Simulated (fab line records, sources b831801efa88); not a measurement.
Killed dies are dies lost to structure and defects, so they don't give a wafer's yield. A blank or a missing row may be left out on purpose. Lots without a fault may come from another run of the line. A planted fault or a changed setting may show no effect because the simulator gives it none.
A struck lot beside a sound one | flow sky130 | 36 steps out of a route of 708
Sound: wafers L167.4, L167.5, L167.6. Struck: wafers L166.2, L166.5, L166.6. The cause comes at the end.
At each step with rows: each side's tool, then ch and its chambers, then its first start. Under that, the readings that differ: sound wafers | struck wafers | difference of the means | sigmas: that difference in standard deviations of wafers without a fault.
alike: readings whose means differ by less than 2 such deviations, and words and numbers that are the same on both sides. not compared: withheld readings, readings that some wafer has no value for, bounds like >300 that may hide the same value, and numbers for which the record gives no deviation and whose values overlap.
The two part at a step that has a row with sigmas, a row that says differs or no value, or rows on one side only. Numbers that don't overlap but have no deviation are shown without sigmas and don't part them. A reading that every wafer of one side lacks parts them only if that side has two wafers or more.

first, 9 steps without rows for these wafers: SKY_VIA2_SPUTTER_20 (material TiN, target thk 20 nm, time 80 s); SKY_VIA2_CVD_21 (deposits W, target thk 420 nm, time 126.4 s); SKY_VIA2_CMP_24 (polishes, stops on SiO2, t overpolish 20 s, target thk 0 nm); SKY_METAL3_SPUTTER_00 (material Ti, target thk 15 nm, time 10 s); SKY_METAL3_SPUTTER_01 (material TiN, target thk 20 nm, time 16.7 s); SKY_METAL3_SPUTTER_02 (material AlCu, target thk 735 nm, time 39.1 s); SKY_METAL3_SPUTTER_03 (material Ti, target thk 5 nm, time 3.3 s); SKY_METAL3_SPUTTER_04 (material TiN, target thk 70 nm, time 58.3 s); SKY_CAPM_CVD_00 (deposits SiO2, target thk 15.5 nm).
SKY_CAPM_SPUTTER_02: material TiN, target thk 200 nm, time 166.7 s.
  sound on pvd_sputter-02, day 41 00:51; struck on pvd_sputter-04, day 40 07:04
  reading                                  | sound             | struck          | difference | sigmas
  model.TiN_of_CAPM_SPUTTER_02.thk_nm (nm) | 200.4 197.3 198.2 | 208 209.8 209.7 | +11        |
  alike: throttle_valve_pct
then, 7 steps without rows for these wafers: SKY_CAPM_DEHYDRATE_05 (time 60 s); SKY_CAPM_HMDS_06 (prime time 60 s); SKY_CAPM_COAT_07 (resist thk 1140 nm); SKY_CAPM_SOFTBAKE_08 (time 60 s); SKY_CAPM_EXPOSE_09 (exposes mask CAPM, target cd 1000 nm); SKY_CAPM_PEB_10; SKY_CAPM_DEVELOP_11 (develop time 60 s).
SKY_CAPM_METAL_ETCH_13: etches TiN in Cl2/BCl3, stops on SiO2, target depth 220 nm, time 62.9 s.
  sound on rie_metal-03 ch 0,1, day 42 00:16; struck on rie_metal-03 ch 0,1, day 41 07:48
  reading                          | sound                | struck               | difference | sigmas
  oes_product_au (a.u.)            | 0.930 0.921 0.945    | 0.973 0.962 0.963    | +0.034     | +4
  throttle_valve_pct (%)           | 21.890 21.916 21.910 | 21.890 21.872 21.880 | -0.025     | -2
  model.etch.depth_nm (nm)         | 200.4 197.3 198.2    | 208 209.8 209.7      | +11        |
  model.CAPM.feature_depth_nm (nm) | 200.4 197.3 198.2    | 208 209.8 209.7      | +11        |
  alike: bcl3_flow_sccm, drypump_motor_current_A
  not compared: rf_hours_counter_h
then, 16 steps without rows for these wafers: SKY_CAPM_STRIP_14 (strips in O2/N2); SKY_CAPM_STRIP_15 (strips in post etch residue remover, time 1200 s); SKY_CAPM_CLEAN_16 (cleans in IPA, time 180 s); SKY_CAPM_CLEAN_17 (cleans in O3/DIW); SKY_METAL3_DEHYDRATE_05 (time 60 s); SKY_METAL3_HMDS_06 (prime time 60 s); SKY_METAL3_COAT_07 (resist thk 60 nm); SKY_METAL3_COAT_08 (resist thk 1140 nm); SKY_METAL3_SOFTBAKE_09 (time 90 s); SKY_METAL3_EXPOSE_10 (exposes mask MM3, target cd 300 nm); SKY_METAL3_PEB_11; SKY_METAL3_DEVELOP_12 (develop time 60 s); SKY_METAL3_DESCUM_15 (chemistry O2, time 8 s); SKY_METAL3_ETCH_16 (etches BARC in N2/H2, stops on SiO2, time 88.2 s, target depth 60 nm); SKY_METAL3_ETCH_17 (etches SiO2 in C4F8/O2/Ar, stops on TiN, time 3.9 s, target depth 15 nm); SKY_METAL3_METAL_ETCH_18 (etches the open film in Cl2/BCl3, stops on SiO2, target depth 845 nm, time 183.1 s).
SKY_METAL3_STRIP_20: strips in post etch residue remover, time 1200 s.
  sound on wet_bench-01 ch 3, day 43 00:44; struck on wet_bench-04 ch 2, day 42 08:55
  reading                                  | sound             | struck          | difference | sigmas
  model.TiN_of_CAPM_SPUTTER_02.thk_nm (nm) | 199.6 196.5 197.4 | 207.2 209 208.9 | +10.5      |
-- the record jumps here: 7 days lie between the struck wafers' starts before and after (it left off in module METAL3 and takes up again in module PAD_OPEN, whose first step shown is number 708 of the route) --
SKY_PAD_OPEN_PROBE_99:
  sound on prober-01, day 49 09:23; struck on prober-02, day 48 21:34
  reading                          | sound           | struck           | difference | sigmas
  model.etest.cap_mim.plate_ohm_sq | 5.96 6.03 6.072 | 5.809 5.67 5.787 | -0.265     |
  alike: defect_limited_yield, killed_at_M0_to_M3, killed_at_M4_up, killed_at_contacts, killed_at_front_end, killed_at_other, killed_dies, killed_open, killed_short, sort_bin_3_pad_short, sort_bin_5_function, sort_bin_6_memory, sort_n_pass, sort_yield_pct

WHERE THEY PART
Only at SKY_CAPM_METAL_ETCH_13, within this record. Later steps at which nothing parts them and some readings are alike: SKY_PAD_OPEN_PROBE_99.

WHY: what the simulator had put in
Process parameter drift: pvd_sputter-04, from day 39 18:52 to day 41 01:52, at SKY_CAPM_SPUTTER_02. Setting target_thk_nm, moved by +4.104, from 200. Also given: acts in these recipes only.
